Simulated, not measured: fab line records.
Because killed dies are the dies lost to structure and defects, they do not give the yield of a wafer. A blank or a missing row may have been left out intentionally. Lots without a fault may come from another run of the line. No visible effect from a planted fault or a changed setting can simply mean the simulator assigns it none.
Matching of chambers	flow sky130	SKY_CAP2M_CVD_00 on pecvd-03 has 3 sister chambers
The step deposits SiO2, target thk 15.5 nm. 6 wafers are shown with their chamber, then 10 later ones without.

== WAFERS, EACH WITH ITS CHAMBER ==
wafer	chamber	heater power w (W)
L082.1	1	717
L082.4	1	725
L085.2	0	879
L085.4	0	902
L086.2	2	783
L086.4	2	810

== WAFERS MISSING THEIR CHAMBER ==
wafer	heater power w (W)
L086.5	807
L089.1	772
L089.2	770
L089.4	775
L090.2	911
L090.3	772
L090.6	748
L091.1	725
L091.4	734
L091.5	638

== CHAMBER TAKEN BY EACH ==
wafer	from the rows above	in truth
L086.5	2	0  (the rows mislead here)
L089.1	can't be placed: 2 or 1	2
L089.2	can't be placed: 2 or 1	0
L089.4	2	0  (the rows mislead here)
L090.2	0	0
L090.3	can't be placed: 2 or 1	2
L090.6	can't be placed: 1 or 2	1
L091.1	1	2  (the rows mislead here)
L091.4	1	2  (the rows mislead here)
L091.5	1	1
Correct placement for 2 of the 10. Can't be placed from these rows: 4 (the true chamber is among the candidates in 3). Placed wrongly: 4.
How it was worked out, from the rows above alone: a wafer's distance from a chamber is the root of the sum, over the readings, of the square of ((its reading less the chamber's mean) divided by the reading's scatter). The wafer belongs to the nearest chamber; if the next one is less than 2 further off, it can't be placed. A chamber's mean is the mean of its shown wafers. The scatter: take each reading less its chamber's mean, square it, sum over the shown wafers, divide by the number of wafers less the number of chambers, and take the root.
